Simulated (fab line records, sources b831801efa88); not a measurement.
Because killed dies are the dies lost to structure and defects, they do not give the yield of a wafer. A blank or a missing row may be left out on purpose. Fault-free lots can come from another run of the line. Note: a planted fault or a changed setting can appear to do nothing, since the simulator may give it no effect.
fab line records ; flow sky130
record: lots: 5; wafers: 15; last_day: 50
route steps=708 shown PWDE@48 NWELL@56 PAD_OPEN@708
lots that met no fault: from a run of the same line without faults
start_h: hours from the record's first day to the start of the lot's first wafer shown ; wait_h: hours since the lot's step before ; " the same as in the row above ; L1.1+2: a row that stands for several wafers ; - no value, or no start was given ; * or withheld: withheld ; < > ~ a bound
route shown NAME@n: NAME is a module with steps in the file, n the number in the route of the first one ; usual: mean/standard deviation taken from wafers without a fault ; same: alike in all rows ; chamber/n: place in a boat ; sites: the reading at each site ; _std_site: standard deviation of those values ; _edge_site: outer sites' mean less inner sites' ; radius_mm: for every site, how far away it sits from the centre of the wafer ; mask NAME#n: copy n ; behind: tool/chamber where the wafer was last shaped ; hold: cause of the lot's hold/its duration in hours/its outcome ; device: transistor that didn't switch, given as n, p or np ; end of line: tests run on the same wafers once the route is complete ; where a step has no rows: the recipe by itself ; killed: the dies lost at the first sort to structure and to defects; this is not the yield of the wafer ; map: a wafer's dies, x killed, . not, _ none there
set.NAME: the setting that was run; set.NAME@STEP: the one run at that earlier step ; model.NAME: the simulator's own value behind a step, which no gauge read
lots at some steps of the route; a table a step, a row a wafer
services: from which hour (start_h, from the record's first day; less than 0 if before it) a tool's chamber was out of use, for how many hours, and why
== steps ==
step: SKY_PWDE_SOFTBAKE_03
recipe: temp_c: 110; time_s: withheld
step: SKY_PWDE_EXPOSE_04
recipe: mask_id: PWDEM; na: 0.6; source_shape: conventional; sigma_outer: 0.6; polarization: unpolarized; target_cd_nm: 840; dose_mj: 214
step: SKY_PWDE_PEB_05
recipe: temp_c: 115; time_s: withheld
step: SKY_PWDE_DEVELOP_06
recipe: wall_angle_deg: 90; developer: TMAH; develop_time_s: 60; dev_temp_c: 23
step: SKY_PWDE_OVL_MEAS_07
usual: PWDE_OVL: -0.5/1.6
lot.wafer;tool;chamber;start_h;wait_h;PWDE_OVL[nm]
L369.2;overlay-01;-;107.71;-;0.4
L369.3;overlay-01;-;107.71;-;-0.6
L369.5;overlay-01;-;107.71;-;0.0
L372.1;overlay-01;-;118.23;-;-0.3
L372.2;overlay-01;-;118.23;-;-1.8
L372.3;overlay-01;-;118.23;-;-0.6
L381.3;overlay-02;-;174.49;-;-0.7
L381.5;overlay-02;-;174.49;-;1.0
L381.6;overlay-02;-;174.49;-;-2.4
L384.2;overlay-01;-;190.88;-;-0.1
L384.3;overlay-01;-;190.88;-;3.0
L384.4;overlay-01;-;190.88;-;-1.0
L386.2;overlay-01;-;199.58;-;-0.4
L386.3;overlay-01;-;199.58;-;0.9
L386.5;overlay-01;-;199.58;-;0.7
step: SKY_PWDE_IMPLANT_08
recipe: species: B; energy_kev: 150; dose_cm2: 3.6e+12; tilt_deg: withheld
step: SKY_PWDE_STRIP_09
recipe: chemistry: O2/N2; power_w: 1400; pressure_mtorr: 1500; platen_temp_c: withheld; o2_flow_sccm: 3000; n2_flow_sccm: 300; overash_fraction: 0.5
usual: drypump_motor_current_A: 5.7/0.58; n2_flow_sccm: 300.0/0.86; oes_product_au: 0.723/0.0046; strip_time_to_endpoint_s: 36.94/0.11
lot.wafer;tool;chamber;start_h;wait_h;drypump_motor_current_A;n2_flow_sccm;oes_product_au;rf_hours_counter_h;strip_time_to_endpoint_s
L369.2;plasma_asher-03;0;107.89;0.1;4.7;298.3;0.721;46;36.86
L369.3;plasma_asher-03;1;107.89;0.1;5.8;300.6;0.717;-;36.92
L369.5;plasma_asher-03;0;107.89;0.1;4.7;299.5;0.720;-;36.74
L372.1;plasma_asher-03;0;118.41;0.1;4.7;298.9;0.718;47;36.86
L372.2;plasma_asher-03;1;118.41;0.1;5.9;301.1;0.727;47;36.84
L372.3;plasma_asher-03;1;118.41;0.1;5.9;298.7;0.725;-;36.82
L381.3;plasma_asher-04;1;174.70;0.1;6.5;300.7;0.724;-;36.86
L381.5;plasma_asher-04;1;174.70;0.1;6.5;300.6;0.721;-;36.82
L381.6;plasma_asher-04;0;174.70;0.1;6.0;301.5;0.725;-;36.97
L384.2;plasma_asher-04;1;191.06;0.1;6.5;301.6;0.729;7;37.18
L384.3;plasma_asher-04;1;191.06;0.1;6.5;299.7;0.729;-;36.99
L384.4;plasma_asher-04;0;191.06;0.1;6.1;300.9;0.728;-;37.00
L386.2;plasma_asher-01;0;199.76;0.1;6.0;302.0;0.719;39;36.91
L386.3;plasma_asher-01;0;199.76;0.1;6.0;300.9;0.717;-;36.87
L386.5;plasma_asher-01;1;199.76;0.1;5.3;299.9;0.720;-;36.97
step: SKY_PWDE_TW_MEAS_10
usual: PWDE_TW: 371/3.1
lot.wafer;tool;chamber;start_h;wait_h;PWDE_TW
L369.2;film_metro-01;-;108.00;0.1;370
L369.3;film_metro-01;-;108.00;0.1;371
L369.5;film_metro-01;-;108.00;0.1;369
L372.1;film_metro-01;-;118.51;0.1;371
L372.2;film_metro-01;-;118.51;0.1;371
L372.3;film_metro-01;-;118.51;0.1;373
L381.3;film_metro-04;-;174.79;0.1;373
L381.5;film_metro-04;-;174.79;0.1;373
L381.6;film_metro-04;-;174.79;0.1;374
L384.2;film_metro-04;-;191.17;0.1;373
L384.3;film_metro-04;-;191.17;0.1;373
L384.4;film_metro-04;-;191.17;0.1;372
L386.2;film_metro-01;-;199.87;0.1;369
L386.3;film_metro-01;-;199.87;0.1;370
L386.5;film_metro-01;-;199.87;0.1;371
step: SKY_NWELL_DEHYDRATE_03
recipe: temp_c: 200; time_s: 60
step: SKY_NWELL_HMDS_04
recipe: prime_time_s: 60; prime_temp_c: 120
step: SKY_NWELL_COAT_05
recipe: spin_rpm: 2000; resist_thk_nm: 3000
step: SKY_NWELL_SOFTBAKE_06
recipe: temp_c: 110; time_s: withheld
step: SKY_NWELL_EXPOSE_07
recipe: mask_id: NWM; na: 0.6; source_shape: conventional; sigma_outer: 0.6; polarization: unpolarized; target_cd_nm: 840; dose_mj: 255
usual: reticle_temp_C: 22.99/0.1; stage_vel_mm_s: 499.98/0.28
lot.wafer;tool;chamber;start_h;wait_h;mask;reticle_temp_C;stage_vel_mm_s
L369.2;iline_stepper-02;0;117.72;-;NWM_R1#0;22.97;499.94
L369.3;iline_stepper-02;0;117.72;-;NWM_R1#0;23.09;499.93
L369.5;iline_stepper-02;0;117.72;-;NWM_R1#0;23.25;500.07
L372.1;iline_stepper-01;0;128.10;-;NWM#0;23.03;499.79
L372.2;iline_stepper-01;0;128.10;-;NWM#0;23.05;500.15
L372.3;iline_stepper-01;0;128.10;-;NWM#0;23.19;500.38
L381.3;iline_stepper-02;0;185.81;-;NWM#0;23.00;500.32
L381.5;iline_stepper-02;0;185.81;-;NWM#0;22.94;500.35
L381.6;iline_stepper-02;0;185.81;-;NWM#0;22.92;500.32
L384.2;iline_stepper-01;0;202.03;-;NWM#0;22.94;499.69
L384.3;iline_stepper-01;0;202.03;-;NWM#0;22.88;499.81
L384.4;iline_stepper-01;0;202.03;-;NWM#0;22.84;500.24
L386.2;iline_stepper-01;0;211.69;-;NWM#0;22.88;500.27
L386.3;iline_stepper-01;0;211.69;-;NWM#0;22.82;499.95
L386.5;iline_stepper-01;0;211.69;-;NWM#0;22.97;499.44
step: SKY_NWELL_PEB_08
recipe: temp_c: 115; time_s: withheld
step: SKY_PAD_OPEN_PROBE_99
usual: killed_at_M0_to_M3: 43/6.5; killed_at_M4_up: 3.3/2; killed_at_contacts: 24/5.2; killed_at_front_end: 16/4.2; killed_at_other: 0.3/0.6; killed_dies: 87/9.3; killed_on_rim: 18/4.2; killed_open: 47/7.8; killed_short: 39/6.2
same: gross_dies: 492; killed_at_back_side: 0
lot.wafer;tool;chamber;start_h;wait_h;killed_at_M0_to_M3;killed_at_M4_up;killed_at_contacts;killed_at_front_end;killed_at_other;killed_dies;killed_on_rim;killed_open;killed_short;model.etest.pfet_16v.r_on_ohm_um;model.etest.nfet_16v.r_on_ohm_um;model.etest.res_nwell.line_ohm_um;model.etest.res_nwell.width_nm;model.etest.res_iso_pwell.width_nm;model.etest.pfet_16v.drive_ua_um
L369.2;prober-02;-;1111.60;0.1;32;4;29;13;0;78;17;49;29;1.477e+04;1.428e+04;1372;744.3;2708;254.2
L369.3;prober-02;-;1111.65;0.2;37;2;34;19;0;92;21;47;45;1.513e+04;1.438e+04;1389;745;2704;248.7
L369.5;prober-02;-;1111.75;0.2;38;6;31;14;1;90;17;53;37;1.5e+04;1.428e+04;1388;743.2;2700;253.4
L372.1;prober-02;-;1128.92;0.1;40;1;26;7;0;74;14;43;31;1.502e+04;1.374e+04;1135;836.9;2654;244
L372.2;prober-02;-;1128.97;0.1;39;5;25;13;0;82;14;41;41;1.515e+04;1.394e+04;1163;838.3;2654;242.7
L372.3;prober-02;-;1129.02;0.2;36;2;30;14;1;83;14;49;34;1.529e+04;1.38e+04;1188;838.3;2650;243
L381.3;prober-01;-;1177.97;0.2;48;6;30;17;0;101;25;60;40;1.556e+04;1.42e+04;1174;844.7;2647;242.1
L381.5;prober-01;-;1178.07;0.2;40;4;32;14;1;91;17;58;33;1.488e+04;1.413e+04;1102;830.3;2660;249.7
L381.6;prober-01;-;1178.12;0.2;46;1;34;9;0;90;23;44;46;1.557e+04;1.419e+04;1137;842.3;2647;243.5
L384.2;prober-02;-;1190.57;0.1;42;2;28;11;0;83;17;52;30;1.611e+04;1.411e+04;1238;847.2;2642;234
L384.3;prober-02;-;1190.62;0.2;38;2;20;22;1;83;20;46;35;1.577e+04;1.411e+04;1191;841.5;2650;233.7
L384.4;prober-02;-;1190.67;0.2;49;2;29;20;1;101;18;53;48;1.549e+04;1.398e+04;1176;842.2;2636;239.5
L386.2;prober-02;-;1193.14;0.1;41;2;36;18;0;97;22;57;40;1.497e+04;1.397e+04;1133;834.6;2652;245.6
L386.3;prober-02;-;1193.19;0.2;45;4;17;20;0;86;17;47;39;1.577e+04;1.42e+04;1193;842.6;2643;237.6
L386.5;prober-02;-;1193.29;0.2;48;2;25;15;0;90;16;55;35;1.522e+04;1.407e+04;1171;842.3;2641;242.3
killed by level:class
L369.2 CONTACT:geometric_particle:open=16 VIA1:geometric_particle:open=12 LI_CONTACT:geometric_particle:open=7 FIELD_ISO:geometric_particle:open=6 METAL2:geometric_particle:short=6 METAL4:geometric_particle:short=4 VIA2:geometric_particle:open=4 LOCAL_INTERCONNECT:geometric_particle:short=3
L369.3 VIA2:geometric_particle:open=11 CONTACT:geometric_particle:short=10 CONTACT:geometric_particle:open=9 METAL1:geometric_particle:short=8 FIELD_ISO:geometric_particle:short=7 LI_CONTACT:geometric_particle:open=7 FIELD_ISO:geometric_particle:open=4 POLY_GATE:geometric_particle:open=4
L369.5 CONTACT:geometric_particle:open=12 CONTACT:geometric_particle:short=10 VIA2:geometric_particle:open=8 VIA1:geometric_particle:open=7 LI_CONTACT:geometric_particle:open=6 FIELD_ISO:geometric_particle:short=5 METAL3:geometric_particle:short=5 FIELD_ISO:geometric_particle:open=4
L372.1 VIA1:geometric_particle:open=11 LI_CONTACT:geometric_particle:open=8 VIA2:geometric_particle:open=7 CONTACT:geometric_particle:open=6 VIA3:geometric_particle:short=5 LOCAL_INTERCONNECT:geometric_particle:short=4 LI_CONTACT:geometric_particle:short=3 CONTACT:geometric_particle:short=3
L372.2 METAL2:geometric_particle:short=9 LI_CONTACT:geometric_particle:open=8 POLY_GATE:geometric_particle:open=6 LOCAL_INTERCONNECT:geometric_particle:short=5 CONTACT:geometric_particle:open=5 VIA1:geometric_particle:open=5 CONTACT:geometric_particle:short=4 VIA1:geometric_particle:short=4
L372.3 CONTACT:geometric_particle:open=10 VIA1:geometric_particle:open=9 LI_CONTACT:geometric_particle:open=6 LOCAL_INTERCONNECT:geometric_particle:short=6 CONTACT:geometric_particle:short=6 METAL1:geometric_particle:short=5 VIA2:geometric_particle:open=5 POLY_GATE:geometric_particle:open=4
L381.3 VIA1:geometric_particle:open=15 LI_CONTACT:geometric_particle:open=12 CONTACT:geometric_particle:open=10 METAL1:geometric_particle:short=7 VIA3:geometric_particle:open=6 FIELD_ISO:geometric_particle:open=5 FIELD_ISO:geometric_particle:short=5 LOCAL_INTERCONNECT:geometric_particle:short=5
L381.5 CONTACT:geometric_particle:open=20 VIA1:geometric_particle:open=12 POLY_GATE:geometric_particle:short=6 VIA3:geometric_particle:open=6 LI_CONTACT:geometric_particle:open=5 METAL3:geometric_particle:short=5 METAL3:geometric_particle:open=4 VIA2:geometric_particle:open=4
L381.6 CONTACT:geometric_particle:open=12 LI_CONTACT:geometric_particle:open=9 METAL2:geometric_particle:short=8 VIA1:geometric_particle:open=8 CONTACT:geometric_particle:short=7 VIA1:geometric_particle:short=6 VIA3:geometric_particle:open=6 LOCAL_INTERCONNECT:geometric_particle:short=5
L384.2 CONTACT:geometric_particle:open=10 VIA2:geometric_particle:open=8 VIA1:geometric_particle:open=8 LI_CONTACT:geometric_particle:open=7 VIA3:geometric_particle:open=7 CONTACT:geometric_particle:short=5 VIA1:geometric_particle:short=5 METAL2:geometric_particle:short=5
L384.3 VIA1:geometric_particle:open=11 POLY_GATE:geometric_particle:short=7 POLY_GATE:geometric_particle:open=6 CONTACT:geometric_particle:open=6 VIA2:geometric_particle:open=5 LI_CONTACT:geometric_particle:open=5 CONTACT:geometric_particle:short=5 VIA3:geometric_particle:open=5
L384.4 VIA2:geometric_particle:open=8 LI_CONTACT:geometric_particle:open=7 CONTACT:geometric_particle:short=7 CONTACT:geometric_particle:open=7 VIA1:geometric_particle:open=7 POLY_GATE:geometric_particle:open=6 METAL2:geometric_particle:short=6 VIA3:geometric_particle:open=6
L386.2 LI_CONTACT:geometric_particle:open=13 CONTACT:geometric_particle:open=12 LOCAL_INTERCONNECT:geometric_particle:short=7 METAL1:geometric_particle:short=7 FIELD_ISO:geometric_particle:open=6 METAL2:geometric_particle:open=5 VIA3:geometric_particle:open=5 FIELD_ISO:geometric_particle:short=4
L386.3 VIA1:geometric_particle:open=9 CONTACT:geometric_particle:open=7 VIA1:geometric_particle:short=7 VIA2:geometric_particle:open=6 VIA3:geometric_particle:open=6 FIELD_ISO:geometric_particle:short=5 FIELD_ISO:geometric_particle:open=5 POLY_GATE:geometric_particle:open=5
L386.5 CONTACT:geometric_particle:open=12 VIA3:geometric_particle:open=9 VIA1:geometric_particle:open=8 FIELD_ISO:geometric_particle:open=6 LI_CONTACT:geometric_particle:open=6 VIA1:geometric_particle:short=6 VIA2:geometric_particle:open=6 METAL1:geometric_particle:short=5
== services ==
tool;chamber;start_h;hours;kind
iline_stepper-01;-;91.53;2.6;repair
iline_stepper-02;-;97.28;7.9;repair
plasma_asher-04;-;108.75;9.0;pm
plasma_asher-04;0;108.75;9.0;vent_cycle
plasma_asher-04;1;108.75;9.0;vent_cycle
plasma_asher-04;0;117.75;-;clean
plasma_asher-04;1;117.75;-;clean
plasma_asher-03;-;145.03;2.8;pm
iline_stepper-02;0;158.55;-;calibration
iline_stepper-01;-;160.33;4.3;pm
plasma_asher-04;-;203.15;1.4;repair
== key ==
first_sign: step: SKY_NWELL_EXPOSE_07; reading: mask; direction: changed
effect none on later readings
model_effect: step: SKY_PAD_OPEN_PROBE_99; value: etest.pfet_16v.r_on_ohm_um; without: 1.555e+04; struck: 1.497e+04
met_at SKY_NWELL_EXPOSE_07
struck_wafers L369.2,L369.3,L369.5
tester_left_out L369
fault: kind: wrong_mask; tool: any; chamber: -; onset_h: 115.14; steps: SKY_NWELL_EXPOSE_07; aux_copy: NWM_R1#0; cd_offset_nm: -101; scope: struck_lots_only
tester_left_out: of these lots the tester's yield and bins aren't shown, on N5 and GAA mostly nor the transistor test; their killed dies are dies lost to structure and defects alone, not to doping, threshold or leakage, so they don't give the yield
